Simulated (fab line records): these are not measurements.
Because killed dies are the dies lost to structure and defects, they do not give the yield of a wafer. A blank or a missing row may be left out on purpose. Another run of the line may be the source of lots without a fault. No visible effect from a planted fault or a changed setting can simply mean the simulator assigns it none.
Problem report in the 8D (eight disciplines) form, filled by code	flow sky130	the parts of the form that need people (team, actions taken, sign-off) are left out

== 1. THE PROBLEM ==
Across 6 wafers from 2 lots, PWDE_TW at SKY_PWDE_TW_MEAS_10 averages 413, while fault-free wafers read 372 with a standard deviation of 3.7. Measured from the usual mean, that is +11 standard deviations.
The first sign was on wafer L276.3 at day 5 09:58, on film-metro-03. At this step, 36 wafers from 12 lots have a number in the record. Rule for "out" (also "out of limits"): further than 4 standard deviations from the usual mean. All remaining wafers that have a number are taken as sound.

== 2. WHAT IT IS, WHAT IT ISN'T ==
question	is	is not
which readings at this step	PWDE_TW	-
which lots	L276, L277	L270, L271, L273, L279, L284, L286, L287, L290, L291, L292
which wafers of those lots	all that have a number	-
read on which gauges	film-metro-03, film-metro-04	film-metro-02
when	from day 5 09:58	up to then (9 sound wafers); but 21 sound wafers of L279, L284, L286, L287, L290, L291, L292 came after

== 3. WHAT RULES OUT EACH SUSPECT ==
Counting: a tool stays on the suspect list if, at a process step up to the reading, it processed all lots that are out and no sound lot following the first of them.
- the gauge at SKY_PWDE_TW_MEAS_10: ruled out. 2 gauges (film-metro-03, film-metro-04) read the wafers that are out.
- rie-diel-02 at SKY_FIELD_ISO_ETCH_14 (etches BARC in N2/H2, stops on SiO2, time 45.9 s, target depth 60 nm): ruled out as a lasting fault. After its first lot that is out, L276 (day 3 17:50), sound lots L286, L290, L291 ran on it.
- implanter-02 at SKY_PWDE_IMPLANT_08: kept. It processed each lot that is out, first L276 at day 5 09:44, and no sound lot thereafter; up to then, the last sound lot it processed was L273 at day 4 19:25. Out on those wafers are its own readings of beam-on-s, faraday-current-uA.
After counting, what remains is implanter-02 at SKY_PWDE_IMPLANT_08.

== 4. THE CAUSE (what the simulator had put in) ==
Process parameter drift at SKY_PWDE_IMPLANT_08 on implanter-02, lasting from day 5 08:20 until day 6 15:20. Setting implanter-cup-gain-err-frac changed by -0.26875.
The count eliminated every tool but this one.

== 5. SEQUENCE OF EFFECTS, ordered by route ==
One row per reading whose mean, taken over the struck wafers that have a number, lies over 3 standard deviations from the usual. Scope: only readings with a usual standard deviation given in the record; hours: median across lots of the time from each lot's start at the first step in this table that gives one to its start at this step; sigmas: change in usual standard deviations.
hours	step	reading	usual	on struck wafers	change	sigmas
0	SKY_PWDE_IMPLANT_08	beam-on-s	10.01 s	13.46	+3.45	+19
0	SKY_PWDE_IMPLANT_08	faraday-current-uA	20.3	15.1	-5.2	-14
0	SKY_PWDE_TW_MEAS_10	PWDE_TW	372	413	+41	+11
39	SKY_NWELL_RS_MEAS_31	PWDE_RS	5277 ohm/sq	4136	-1141	-67
Process steps it contains:
- SKY_PWDE_IMPLANT_08
Later measuring or inspecting steps at which every struck wafer that the step has a row for has a number for every such reading, and none has moved that far: SKY_VT_ADJUST_HVTP_CD_MEAS_07, SKY_GATE_OXIDE_THK_MEAS_02.

== 6. WHAT WOULD HAVE CAUGHT IT SOONER ==
2 hours passed between the start of the fault at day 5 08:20 and the first reading out of limits at a measuring or inspecting step in this record, taken at day 5 09:58.
At SKY_PWDE_IMPLANT_08, the tool's own readings (beam-on-s, faraday-current-uA) were out on each struck wafer the step has a row for, so an alarm limit on them would have fired on the first such wafer.
Of the lots that are out (2), L277 began SKY_PWDE_IMPLANT_08 on implanter-02 after day 5 09:58. A hold on the tool at that time would have spared it.
